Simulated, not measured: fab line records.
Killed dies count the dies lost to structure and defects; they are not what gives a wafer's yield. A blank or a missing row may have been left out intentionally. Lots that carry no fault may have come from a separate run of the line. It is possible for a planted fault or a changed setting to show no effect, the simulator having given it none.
2 desks looking at one fault / flow sky130 / each desk holds nothing but its own numbers, with what lay behind them at the end

## TOOL OWNER'S DESK, litho track-03
The tool's own readings at SKY_METAL1_DEVELOP_14 (develop time 60 s): means of the sampled wafers that have a number, for each lot that ran on this tool. A lot is out of limits, marked OUT, if its mean lies more than 4 standard deviations from the usual mean; the brackets give that distance.
Columns: A = developer temp C at SKY_METAL1_DEVELOP_14, usual 21.00 C
lot=L367; first seen here=day 33 03:00; A=20.93
lot=L368; first seen here=day 33 09:00; A=21.18
lot=L376; first seen here=day 36 05:00; A=20.95
lot=L387; first seen here=day 39 06:00; A=21.70 (+7.0) OUT
lot=L389; first seen here=day 39 22:00; A=21.64 (+6.4) OUT
Finding of this desk: L387, L389 out of limits; the first was L387 at day 39 06:00, on developer temp C at SKY_METAL1_DEVELOP_14. In limits: L367, L368, L376.

## METROLOGY DESK
Means of the sampled wafers that have a number, per lot and without regard to the tool the lot ran on: this is what the gauges read. A lot is out of limits, marked OUT, if its mean lies more than 4 standard deviations from the usual mean; the brackets give that distance.
Columns: A = cd nm at SKY_CONTACT_CD_MEAS_14, usual 170.2 nm; B = CONTACT_W_THK at SKY_CONTACT_THK_MEAS_26, usual 352 nm
lot=L367; first seen here=day 31 23:26; A=170.1; B=351
lot=L368; first seen here=day 32 04:51; A=169.4; B=349
lot=L369; first seen here=day 32 09:43; A=170.0; B=356
lot=L370; first seen here=day 32 20:02; A=170.1; B=357
lot=L372; first seen here=day 33 17:13; A=171.6; B=349
lot=L373; first seen here=day 33 17:32; A=171.6; B=348
lot=L375; first seen here=day 35 01:26; A=171.0; B=354
lot=L376; first seen here=day 35 02:05; A=170.5; B=351
lot=L378; first seen here=day 35 11:19; A=168.2; B=351
lot=L385; first seen here=day 37 15:50; A=171.0; B=354
lot=L387; first seen here=day 38 03:11; A=169.8; B=354
lot=L389; first seen here=day 38 20:31; A=168.0; B=350
lot=L390; first seen here=day 39 00:00; A=170.2; B=360
Finding of this desk: none of the 13 lots has anything out of limits.

## BROUGHT TOGETHER
An alarm could have come from the tool owner's desk at day 39 06:00, on L387, L389.
At the metrology desk, nothing out of limits was observed.
The metrology desk has L387, L389 on record, within its limits.
Every lot named ran SKY_METAL1_DEVELOP_14 on litho track-03.

## WHAT HAD BEEN PUT IN BY THE SIMULATOR
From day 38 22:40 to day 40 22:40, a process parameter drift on litho track-03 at SKY_METAL1_DEVELOP_14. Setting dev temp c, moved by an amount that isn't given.
Lots struck among those shown: L387, L389.
Delay in hours, fault start to first out-of-limits reading, by desk: the tool owner's desk at 7.
